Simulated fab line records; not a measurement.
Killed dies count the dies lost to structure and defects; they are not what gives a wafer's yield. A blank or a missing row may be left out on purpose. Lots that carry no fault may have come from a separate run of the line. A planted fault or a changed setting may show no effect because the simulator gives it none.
fab line records | flow sky130
[record] lots = 7 | wafers = 21 | lastDay = 50
route steps=708 shown POLY_GATE@233 LDD_N@237 LDD_P@255 PAD_OPEN@708
lots with no fault: from the same line, run without faults
startH: hours from the record's first day to the start of the lot's first wafer shown | waitH: hours elapsed since this lot's preceding step | " same as the row above | L1.1+2: one row covering several wafers at once | - either no value or no given start | * or withheld: withheld | < > ~ a bound
route shown NAME@n: names a module that has steps shown in the file, with the first one's number in the route | usual: the fault-free wafers' mean and standard deviation | same: alike in all rows | chamber/n: place in a boat | sites: each site's reading | _std_site: their standard deviation | _edge_site: mean of outer sites minus mean of inner sites | radiusMm: for every site, how far away it sits from the centre of the wafer | mask NAME#n: copy n | behind: the last tool/chamber to shape the wafer | hold: why the lot went on hold/how many hours it stayed there/how the hold came to an end | device: the transistor (n, p or np) that didn't switch | end of line: the route-end tests of the same wafers | a step given without rows: its recipe and nothing more | killed: dies that structure and defects cost at the first sort, which is not the same as the wafer's yield | map: the dies of a wafer, with x for killed, . for not killed, _ for no die there
set.NAME: the setting as run; set.NAME@STEP: as run at that earlier step | model.NAME: the simulator's own value behind a step, which no gauge read
lots at some steps of the route; a table a step, a row a wafer
services: the hour from which a tool's chamber was out of use, counted from the record's first day as startH (under 0 if before that day), plus the number of hours and why
[[steps]]
[step SKY_POLY_GATE_CLEAN_19]
[recipe] chemistry = SC1/SC2 | mix = 1:4:20 | tempC = 70 | timeS = 150 | dry = n2Spin
[step SKY_POLY_GATE_OXIDATION_20]
[recipe] tempC = 850 | ambient = O2 | stabiliseS = 600 | purgeS = 300 | targetThkA = 40 | oxTimeS = 899
[step SKY_POLY_GATE_THK_MEAS_21]
[recipe] reads = SiO2_of_POLY_GATE_OXIDATION_20
[usual] POLY_GATE_OXIDATION_THK = 3.99/0.066
lot.wafer | tool         | chamber | startH | waitH | POLY_GATE_OXIDATION_THK[nm]
L113.4    | filmMetro-03 | -       | 405.71 | 0.0   | 3.93
L113.5    | "            | -       | "      | "     | 4.00
L113.6    | "            | -       | "      | "     | 3.91
L117.1    | filmMetro-02 | -       | 435.02 | 0.0   | 4.06
L117.3    | "            | -       | "      | "     | 4.03
L117.5    | "            | -       | "      | "     | 4.05
L119.2    | filmMetro-03 | -       | 453.20 | 0.0   | 4.02
L119.3    | "            | -       | "      | "     | 3.99
L119.6    | "            | -       | "      | "     | 4.02
L121.1    | filmMetro-02 | -       | 466.77 | 0.0   | 4.03
L121.2    | "            | -       | "      | "     | 3.97
L121.6    | "            | -       | "      | "     | 3.92
L127.2    | filmMetro-01 | -       | 515.90 | 0.0   | 4.02
L127.4    | "            | -       | "      | "     | 4.02
L127.6    | "            | -       | "      | "     | 4.08
L132.2    | filmMetro-02 | -       | 566.50 | 0.0   | 3.89
L132.4    | "            | -       | "      | "     | 3.89
L132.6    | "            | -       | "      | "     | 3.90
L133.1    | filmMetro-02 | -       | 573.01 | 0.0   | 4.04
L133.4    | "            | -       | "      | "     | 4.04
L133.6    | "            | -       | "      | "     | 4.02
[step SKY_POLY_GATE_CD_MEAS_22]
[usual] cdNm = 149.8/2.8
lot.wafer | tool     | chamber | startH | waitH | cdNm
L113.4    | cdSem-01 | -       | 405.82 | 0.1   | 149.8
L113.5    | "        | -       | "      | "     | 150.0
L113.6    | "        | -       | "      | "     | 156.2
L117.1    | cdSem-02 | -       | 435.08 | 0.1   | 151.4
L117.3    | "        | -       | "      | "     | 149.0
L117.5    | "        | -       | "      | "     | 146.5
L119.2    | cdSem-02 | -       | 453.28 | 0.1   | 148.9
L119.3    | "        | -       | "      | "     | 148.1
L119.6    | "        | -       | "      | "     | 149.8
L121.1    | cdSem-02 | -       | 466.83 | 0.1   | 154.3
L121.2    | "        | -       | "      | "     | 146.4
L121.6    | "        | -       | "      | "     | 152.3
L127.2    | cdSem-02 | -       | 515.98 | 0.1   | 150.7
L127.4    | "        | -       | "      | "     | 146.4
L127.6    | "        | -       | "      | "     | 153.8
L132.2    | cdSem-02 | -       | 566.58 | 0.1   | 152.4
L132.4    | "        | -       | "      | "     | 146.5
L132.6    | "        | -       | "      | "     | 151.1
L133.1    | cdSem-02 | -       | 573.07 | 0.1   | 146.9
L133.4    | "        | -       | "      | "     | 152.0
L133.6    | "        | -       | "      | "     | 147.4
[step SKY_LDD_N_DEHYDRATE_00]
[recipe] tempC = 200 | timeS = 60
[step SKY_LDD_N_HMDS_01]
[recipe] primeTimeS = 60 | primeTempC = 120
[step SKY_LDD_N_COAT_02]
[recipe] resist = NOVOLAK | spinRpm = 3000 | resistThkNm = 300
[step SKY_LDD_N_SOFTBAKE_03]
[recipe] tempC = 90 | timeS = 60 | resist = NOVOLAK
[step SKY_LDD_N_EXPOSE_04]
[recipe] maskId = NTM | targetCdNm = 840 | na = 0.6 | sourceShape = conventional | sigmaOuter = 0.6 | doseMj = 110
[step SKY_LDD_N_PEB_05]
[recipe] tempC = withheld | timeS = * | resist = NOVOLAK
[step SKY_LDD_N_DEVELOP_06]
[recipe] developTimeS = 60 | devTempC = 23
[step SKY_LDD_N_OVL_MEAS_07]
[usual] LDD_N_OVL = -0.3/1.3
lot.wafer | tool       | chamber | startH | waitH | LDD_N_OVL[nm]
L113.4    | overlay-02 | -       | 435.58 | 0.1   | 1.8
L113.5    | "          | -       | "      | "     | 0.8
L113.6    | "          | -       | "      | "     | 1.3
L117.1    | overlay-01 | -       | 465.32 | 0.1   | -0.5
L117.3    | "          | -       | "      | "     | 0.1
L117.5    | "          | -       | "      | "     | 1.4
L119.2    | overlay-01 | -       | 483.12 | 0.1   | 0.1
L119.3    | "          | -       | "      | "     | 1.3
L119.6    | "          | -       | "      | "     | 0.3
L121.1    | overlay-01 | -       | 497.01 | 0.1   | -2.3
L121.2    | "          | -       | "      | "     | -3.2
L121.6    | "          | -       | "      | "     | -2.4
L127.2    | overlay-01 | -       | 545.32 | 0.1   | -0.9
L127.4    | "          | -       | "      | "     | 0.0
L127.6    | "          | -       | "      | "     | -1.7
L132.2    | overlay-01 | -       | 595.87 | 0.1   | 1.0
L132.4    | "          | -       | "      | "     | 3.0
L132.6    | "          | -       | "      | "     | 0.3
L133.1    | overlay-01 | -       | 602.21 | 0.1   | -1.0
L133.4    | "          | -       | "      | "     | -1.3
L133.6    | "          | -       | "      | "     | -1.4
[step SKY_LDD_N_IMPLANT_08]
[recipe] species = As | energyKev = 20 | doseCm2 = 7.5e+13 | tiltDeg = withheld | rotationDeg = 23
[usual] beamOnS = 9.98/0.23 | doseIonsCm2 = 7.499e+13/8.1e+10 | faradayCurrentUA = 423/9.5
lot.wafer | tool         | chamber | startH | waitH | beamOnS | doseIonsCm2 | faradayCurrentUA
L113.4    | implanter-01 | 0       | 435.67 | 0.1   | 10.09   | 7.491e+13   | 419
L113.5    | "            | 0       | "      | "     | 10.00   | 7.488e+13   | 421
L113.6    | "            | 0       | "      | "     | 10.33   | 7.488e+13   | 411
L117.1    | implanter-03 | 0       | 465.36 | 0.0   | 76.15   | 7.1106e+14  | 526
L117.3    | "            | 0       | "      | "     | 75.56   | 7.1096e+14  | 528
L117.5    | "            | 0       | "      | "     | 72.66   | 7.1096e+14  | 550
L119.2    | implanter-03 | 0       | 483.17 | 0.0   | 78.10   | 7.1103e+14  | 512
L119.3    | "            | 0       | "      | "     | 75.10   | 7.1069e+14  | 532
L119.6    | "            | 0       | "      | "     | 75.83   | 7.109e+14   | 529
L121.1    | implanter-03 | 0       | 497.05 | 0.0   | 76.22   | 7.1091e+14  | 526
L121.2    | "            | 0       | "      | "     | 72.70   | 7.1095e+14  | 550
L121.6    | "            | 0       | "      | "     | 76.22   | 7.1098e+14  | 525
L127.2    | implanter-02 | 0       | 545.37 | 0.0   | 10.05   | 7.512e+13   | 419
L127.4    | "            | 0       | "      | "     | 10.07   | 7.507e+13   | 420
L127.6    | "            | 0       | "      | "     | 9.98    | 7.504e+13   | 425
L132.2    | implanter-03 | 0       | 595.93 | 0.0   | 10.31   | 7.508e+13   | 409
L132.4    | "            | 0       | "      | "     | 9.73    | 7.512e+13   | 433
L132.6    | "            | 0       | "      | "     | 10.07   | 7.51e+13    | 421
L133.1    | implanter-02 | 0       | 602.25 | 0.0   | 9.64    | 7.5e+13     | 437
L133.4    | "            | 0       | "      | "     | 9.64    | 7.503e+13   | 438
L133.6    | "            | 0       | "      | "     | 10.44   | 7.505e+13   | 407
[step SKY_LDD_N_IMPLANT_09]
[recipe] species = As | energyKev = 20 | doseCm2 = 7.5e+13 | tiltDeg = withheld | rotationDeg = 113
[step SKY_LDD_N_IMPLANT_10]
[recipe] species = As | energyKev = 20 | doseCm2 = 7.5e+13 | tiltDeg = withheld | rotationDeg = 203
[step SKY_LDD_N_IMPLANT_11]
[recipe] species = As | energyKev = 20 | doseCm2 = 7.5e+13 | tiltDeg = withheld | rotationDeg = 293
[step SKY_LDD_N_IMPLANT_12]
[recipe] species = BF2 | energyKev = 50 | doseCm2 = 5e+12 | tiltDeg = 30 | rotationDeg = 0
[step SKY_LDD_N_IMPLANT_13]
[recipe] species = BF2 | energyKev = 50 | doseCm2 = 5e+12 | tiltDeg = 30 | rotationDeg = 90
[step SKY_LDD_N_IMPLANT_14]
[recipe] species = BF2 | energyKev = 50 | doseCm2 = 5e+12 | tiltDeg = 30 | rotationDeg = 180
[step SKY_LDD_N_IMPLANT_15]
[recipe] species = BF2 | energyKev = 50 | doseCm2 = 5e+12 | tiltDeg = 30 | rotationDeg = 270
[step SKY_LDD_N_STRIP_16]
[recipe] chemistry = O2/N2 | powerW = 1400 | pressureMtorr = 1500 | platenTempC = withheld | o2FlowSccm = 3000 | n2FlowSccm = 300 | overashFraction = 0.5
[usual] drypumpMotorCurrentA = 5.6/0.49 | oesProductAu = 0.407/0.0045 | stripTimeToEndpointS = 4.310/0.016
lot.wafer | tool           | chamber | startH | waitH | drypumpMotorCurrentA | oesProductAu | rfHoursCounterH | stripTimeToEndpointS
L113.4    | plasmaAsher-01 | 1       | 436.83 | 0.1   | 5.0                  | 0.400        | -               | 4.297
L113.5    | "              | 0       | "      | "     | 5.7                  | 0.409        | -               | 4.314
L113.6    | "              | 1       | "      | "     | 5.0                  | 0.411        | -               | 4.320
L117.1    | plasmaAsher-02 | 0       | 466.56 | 0.1   | 5.7                  | 0.414        | 79              | 5.669
L117.3    | "              | 1       | "      | "     | 5.8                  | 0.394        | -               | 5.647
L117.5    | "              | 1       | "      | "     | 5.8                  | 0.408        | -               | 5.659
L119.2    | plasmaAsher-04 | 1       | 484.35 | 0.1   | 5.4                  | 0.396        | 66              | 5.687
L119.3    | "              | 0       | "      | "     | 6.7                  | 0.405        | -               | 5.685
L119.6    | "              | 0       | "      | "     | 6.6                  | 0.406        | -               | 5.669
L121.1    | plasmaAsher-04 | 1       | 498.25 | 0.1   | 5.4                  | 0.403        | 67              | 5.628
L121.2    | "              | 0       | "      | "     | 6.6                  | 0.407        | 67              | 5.628
L121.6    | "              | 1       | "      | "     | 5.4                  | 0.403        | -               | 5.649
L127.2    | plasmaAsher-01 | 1       | 546.55 | 0.1   | 4.9                  | 0.408        | 11              | 4.323
L127.4    | "              | 1       | "      | "     | 4.9                  | 0.407        | -               | 4.337
L127.6    | "              | 1       | "      | "     | 4.9                  | 0.407        | -               | 4.328
L132.2    | plasmaAsher-02 | 0       | 597.10 | 0.1   | 5.7                  | 0.406        | 92              | 4.319
L132.4    | "              | 1       | "      | "     | 5.8                  | 0.402        | -               | 4.310
L132.6    | "              | 1       | "      | "     | 5.8                  | 0.409        | -               | 4.292
L133.1    | plasmaAsher-01 | 0       | 603.45 | 0.1   | 5.7                  | 0.408        | 17              | 4.308
L133.4    | "              | 1       | "      | "     | 5.0                  | 0.405        | -               | 4.306
L133.6    | "              | 0       | "      | "     | 5.7                  | 0.401        | -               | 4.301
[step SKY_LDD_N_TW_MEAS_17]
[usual] LDD_N_TW = 2561/24
lot.wafer | tool         | chamber | startH | waitH | LDD_N_TW
L113.4    | filmMetro-01 | -       | 436.96 | 0.1   | 2553
L113.5    | "            | -       | "      | "     | 2533
L113.6    | "            | -       | "      | "     | 2543
L117.1    | filmMetro-01 | -       | 466.66 | 0.1   | 2938
L117.3    | "            | -       | "      | "     | 2960
L117.5    | "            | -       | "      | "     | 2960
L119.2    | filmMetro-01 | -       | 484.46 | 0.1   | 2966
L119.3    | "            | -       | "      | "     | 2958
L119.6    | "            | -       | "      | "     | 2967
L121.1    | filmMetro-03 | -       | 498.35 | 0.1   | 3037
L121.2    | "            | -       | "      | "     | 3031
L121.6    | "            | -       | "      | "     | 3061
L127.2    | filmMetro-04 | -       | 546.66 | 0.1   | 2560
L127.4    | "            | -       | "      | "     | 2565
L127.6    | "            | -       | "      | "     | 2561
L132.2    | filmMetro-04 | -       | 597.21 | 0.1   | 2549
L132.4    | "            | -       | "      | "     | 2555
L132.6    | "            | -       | "      | "     | 2549
L133.1    | filmMetro-01 | -       | 603.55 | 0.1   | 2559
L133.4    | "            | -       | "      | "     | 2561
L133.6    | "            | -       | "      | "     | 2570
[step SKY_LDD_P_DEHYDRATE_00]
[recipe] tempC = 200 | timeS = 60
[step SKY_PAD_OPEN_PROBE_99]
lot.wafer | tool      | chamber | startH  | waitH | model.etest.tipN.rsOhmSq | model.etest.nfet_01v8.rOnOhmUm | model.etest.nfet_01v8_lvt.driveUaUm | model.etest.nfet_01v8.driveUaUm | model.etest.nfet_01v8_turned.driveUaUm | model.etest.sramNfetPass.driveUaUm | model.etest.nfet_01v8_swapped.driveUaUm | model.etest.tipN.rsOhmSqRange
L113.5    | prober-01 | -       | 1095.59 | 0.2   | 441.1                    | 836.9                          | 568.2                               | 495.9                           | 503                                    | 485.4                              | 501.4                                   | 13.58
L113.6    | prober-01 | -       | 1095.64 | 0.2   | 442.2                    | 882.9                          | 543.3                               | 479.6                           | 477.9                                  | 459.9                              | 476.4                                   | 20.72
L117.1    | prober-01 | -       | 1115.00 | 0.1   | 250.6                    | 755.6                          | 645.9                               | 569.9                           | 562.9                                  | 527.3                              | 555.8                                   | 8.448
L117.3    | prober-01 | -       | 1115.10 | 0.2   | 251.3                    | 738.2                          | 653.8                               | 570.9                           | 572.8                                  | 566.6                              | 559.6                                   | 9.661
L117.5    | prober-01 | -       | 1115.20 | 0.2   | 252.4                    | 729.7                          | 652.9                               | 574.1                           | 571.4                                  | 568.1                              | 562.7                                   | 7.631
L119.2    | prober-01 | -       | 1127.01 | 0.1   | 251.4                    | 759.3                          | 636.4                               | 564.7                           | 564.9                                  | 538.9                              | 550                                     | 10.5
L119.3    | prober-01 | -       | 1127.06 | 0.2   | 251.4                    | 738.4                          | 645.5                               | 579.2                           | 575.6                                  | 560.8                              | 560.2                                   | 3.83
L119.6    | prober-01 | -       | 1127.21 | 0.2   | 252.3                    | 761.2                          | 637.4                               | 562.2                           | 562.8                                  | 539.2                              | 548.2                                   | 8.112
L121.1    | prober-01 | -       | 1137.35 | 0.1   | 251.5                    | 771                            | 635.1                               | 562.6                           | 563                                    | 530.3                              | 546.2                                   | 7.654
L121.2    | prober-01 | -       | 1137.40 | 0.1   | 250.7                    | 744                            | 654                                 | 577.7                           | 579.6                                  | 557.6                              | 560.3                                   | 5.235
L121.6    | prober-01 | -       | 1137.60 | 0.2   | 249.6                    | 774                            | 633.5                               | 555.9                           | 553.7                                  | 538.6                              | 541.6                                   | 9.08
L127.2    | prober-01 | -       | 1167.09 | 0.1   | 438.9                    | 800.3                          | 599.7                               | 525.5                           | 530                                    | 506.7                              | 527.9                                   | 11.87
L127.4    | prober-01 | -       | 1167.19 | 0.2   | 436.4                    | 805                            | 597.2                               | 524.4                           | 524.1                                  | 490.9                              | 520                                     | 10.51
L127.6    | prober-01 | -       | 1167.29 | 0.2   | 441                      | 838.8                          | 577.8                               | 506.5                           | 507.6                                  | 499.8                              | 505.4                                   | 14.94
L132.2    | prober-01 | -       | 1193.44 | 0.1   | 438                      | 859.6                          | 561                                 | 483.4                           | 488.3                                  | 464.7                              | 491.6                                   | 8.858
L132.4    | prober-01 | -       | 1193.54 | 0.2   | 436.6                    | 830.8                          | 588                                 | 511                             | 513.4                                  | 494                                | 512.8                                   | 11.56
L132.6    | prober-01 | -       | 1193.64 | 0.2   | 442.4                    | 851.6                          | 576.5                               | 501.8                           | 498.7                                  | 483.7                              | 505.9                                   | 12.12
L133.1    | prober-02 | -       | 1197.90 | 0.1   | 439                      | 807.5                          | 587.5                               | 514.5                           | 514.7                                  | 514.3                              | 519.6                                   | 8.918
L133.4    | prober-02 | -       | 1198.05 | 0.2   | 442.6                    | 845.4                          | 566.9                               | 498.1                           | 497.7                                  | 477.1                              | 500.3                                   | 12.9
L133.6    | prober-02 | -       | 1198.15 | 0.2   | 442.7                    | 805                            | 589.5                               | 516.1                           | 518.9                                  | 523.5                              | 521.6                                   | 19.65
// killed by level:class
L113.5 CONTACT:geometricParticle:open=12 POLY_GATE:geometricParticle:short=10 LOCAL_INTERCONNECT:geometricParticle:short=8 VIA1:geometricParticle:open=8 LI_CONTACT:geometricParticle:open=7 METAL1:geometricParticle:short=7 VIA3:geometricParticle:open=6 METAL2:geometricParticle:short=5
L113.6 VIA1:geometricParticle:open=12 VIA2:geometricParticle:open=8 CONTACT:geometricParticle:open=8 VIA1:geometricParticle:short=7 CONTACT:geometricParticle:short=7 VIA3:geometricParticle:open=7 LOCAL_INTERCONNECT:geometricParticle:short=6 FIELD_ISO:geometricParticle:short=5
L117.1 VIA2:geometricParticle:open=13 CONTACT:geometricParticle:open=9 METAL2:geometricParticle:short=6 LI_CONTACT:geometricParticle:open=5 VIA1:geometricParticle:open=5 FIELD_ISO:geometricParticle:open=4 CONTACT:geometricParticle:short=4 METAL1:geometricParticle:short=4
L117.3 VIA1:geometricParticle:open=11 VIA2:geometricParticle:open=7 FIELD_ISO:geometricParticle:short=5 CONTACT:geometricParticle:open=5 CONTACT:geometricParticle:short=4 METAL1:geometricParticle:short=4 FIELD_ISO:geometricParticle:open=3 POLY_GATE:geometricParticle:open=3
L117.5 CONTACT:geometricParticle:open=12 METAL2:geometricParticle:short=8 VIA1:geometricParticle:open=8 CONTACT:geometricParticle:short=7 LI_CONTACT:geometricParticle:open=6 VIA3:geometricParticle:open=6 VIA1:geometricParticle:short=5 VIA2:geometricParticle:open=5
L119.2 VIA1:geometricParticle:open=11 CONTACT:geometricParticle:open=10 METAL1:geometricParticle:short=6 LI_CONTACT:geometricParticle:open=6 VIA1:geometricParticle:short=6 VIA2:geometricParticle:open=6 VIA3:geometricParticle:open=5 CONTACT:geometricParticle:short=3
L119.3 VIA1:geometricParticle:open=13 CONTACT:geometricParticle:open=9 VIA3:geometricParticle:open=6 FIELD_ISO:geometricParticle:open=5 LI_CONTACT:geometricParticle:open=5 LOCAL_INTERCONNECT:geometricParticle:short=5 METAL1:geometricParticle:short=5 METAL2:geometricParticle:short=4
L119.6 VIA1:geometricParticle:open=10 VIA2:geometricParticle:open=9 LOCAL_INTERCONNECT:geometricParticle:short=7 METAL1:geometricParticle:short=7 LI_CONTACT:geometricParticle:open=6 CONTACT:geometricParticle:open=6 VIA3:geometricParticle:short=5 METAL2:geometricParticle:short=5
L127.2 VIA1:geometricParticle:open=10 LI_CONTACT:geometricParticle:open=6 VIA2:geometricParticle:short=6 FIELD_ISO:geometricParticle:open=4 POLY_GATE:geometricParticle:short=4 POLY_GATE:geometricParticle:open=4 VIA3:geometricParticle:open=4 METAL1:geometricParticle:short=4
L127.4 VIA1:geometricParticle:open=11 POLY_GATE:geometricParticle:open=10 CONTACT:geometricParticle:open=9 LOCAL_INTERCONNECT:geometricParticle:short=8 LI_CONTACT:geometricParticle:open=6 POLY_GATE:geometricParticle:short=5 LI_CONTACT:geometricParticle:short=5 VIA2:geometricParticle:open=5
L127.6 VIA1:geometricParticle:open=14 FIELD_ISO:geometricParticle:short=7 VIA3:geometricParticle:open=7 FIELD_ISO:geometricParticle:open=6 VIA1:geometricParticle:short=6 VIA2:geometricParticle:open=5 POLY_GATE:geometricParticle:short=4 POLY_GATE:geometricParticle:open=4
L132.2 CONTACT:geometricParticle:open=11 VIA3:geometricParticle:open=9 VIA1:geometricParticle:open=7 LI_CONTACT:geometricParticle:open=6 METAL1:geometricParticle:short=5 POLY_GATE:geometricParticle:open=4 METAL2:geometricParticle:short=4 FIELD_ISO:geometricParticle:open=3
L132.4 CONTACT:geometricParticle:open=12 VIA1:geometricParticle:open=10 VIA3:geometricParticle:open=9 VIA3:geometricParticle:short=7 METAL2:geometricParticle:short=7 LI_CONTACT:geometricParticle:open=6 LOCAL_INTERCONNECT:geometricParticle:short=6 CONTACT:geometricParticle:short=6
L132.6 VIA1:geometricParticle:open=15 CONTACT:geometricParticle:open=9 POLY_GATE:geometricParticle:open=6 FIELD_ISO:geometricParticle:open=5 VIA2:geometricParticle:open=5 LI_CONTACT:geometricParticle:open=4 METAL1:geometricParticle:short=4 METAL2:geometricParticle:short=4
L133.1 VIA1:geometricParticle:open=16 LI_CONTACT:geometricParticle:open=12 CONTACT:geometricParticle:open=10 VIA2:geometricParticle:open=7 VIA1:geometricParticle:short=6 METAL1:geometricParticle:short=6 FIELD_ISO:geometricParticle:short=5 LOCAL_INTERCONNECT:geometricParticle:short=5
L133.4 METAL1:geometricParticle:short=12 CONTACT:geometricParticle:open=11 LI_CONTACT:geometricParticle:open=6 VIA2:geometricParticle:open=6 FIELD_ISO:geometricParticle:short=5 CONTACT:geometricParticle:short=5 VIA2:geometricParticle:short=5 FIELD_ISO:geometricParticle:open=4
L133.6 CONTACT:geometricParticle:open=7 POLY_GATE:geometricParticle:short=7 VIA1:geometricParticle:open=7 VIA2:geometricParticle:open=7 VIA3:geometricParticle:open=6 LI_CONTACT:geometricParticle:open=6 METAL2:geometricParticle:short=6 METAL1:geometricParticle:short=4
[[services]]
tool           | chamber | startH | hours | kind
plasmaAsher-04 | -       | 413.49 | 8.0   | repair
plasmaAsher-01 | -       | 421.25 | 9.0   | pm
plasmaAsher-01 | 0       | 421.25 | 9.0   | ventCycle
plasmaAsher-01 | 1       | 421.25 | 9.0   | ventCycle
plasmaAsher-01 | 0       | 430.25 | -     | clean
plasmaAsher-01 | 1       | 430.25 | -     | clean
implanter-03   | -       | 439.04 | 1.3   | repair
implanter-02   | -       | 454.38 | 13.7  | pm
implanter-01   | -       | 484.08 | 1.9   | repair
implanter-03   | -       | 487.36 | 4.8   | pm
plasmaAsher-02 | -       | 514.95 | 0.7   | repair
[[key]]
[firstSign] step = SKY_LDD_N_IMPLANT_08 | reading = doseIonsCm2 | direction = up | sigmas = 99+ | usual = * | struck = *
[effect] step = SKY_LDD_N_IMPLANT_08 | reading = beamOnS | direction = up | sigmas = 99+ | usual = 9.98 | struck = 75.39
[effect] step = SKY_LDD_N_STRIP_16 | reading = stripTimeToEndpointS | direction = up | sigmas = 84 | usual = * | struck = *
[effect] step = SKY_LDD_N_TW_MEAS_17 | reading = LDD_N_TW | direction = up | sigmas = 18 | usual = 2561 | struck = 2986
[modelEffect] step = SKY_PAD_OPEN_PROBE_99 | value = etest.tipN.rsOhmSq | without = 439.6 | struck = 251.2
metAt SKY_LDD_N_IMPLANT_08
struckWafers L117.1,L117.3,L117.5,L119.2,L119.3,L119.6,L121.1,L121.2,L121.6
sortLeftOut L121.1,L121.2,L121.6
testerLeftOut L117,L119,L121
[fault] kind = processParameterDrift | tool = implanter-03 | chamber = - | onsetH = 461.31 | steps = SKY_LDD_N_IMPLANT_08 | channel = doseCm2 | offset = * | shape = step | endH = 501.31 | actsIn = * | stated = *
// testerLeftOut: of these lots the tester's yield and bins aren't shown, on N5 and GAA mostly nor the transistor test; their killed dies are dies lost to structure and defects alone, not to doping, threshold or leakage, so they don't give the yield
// sortLeftOut: the simulated sort isn't trusted on such a fault, so these wafers' sort isn't shown, and their yield isn't known
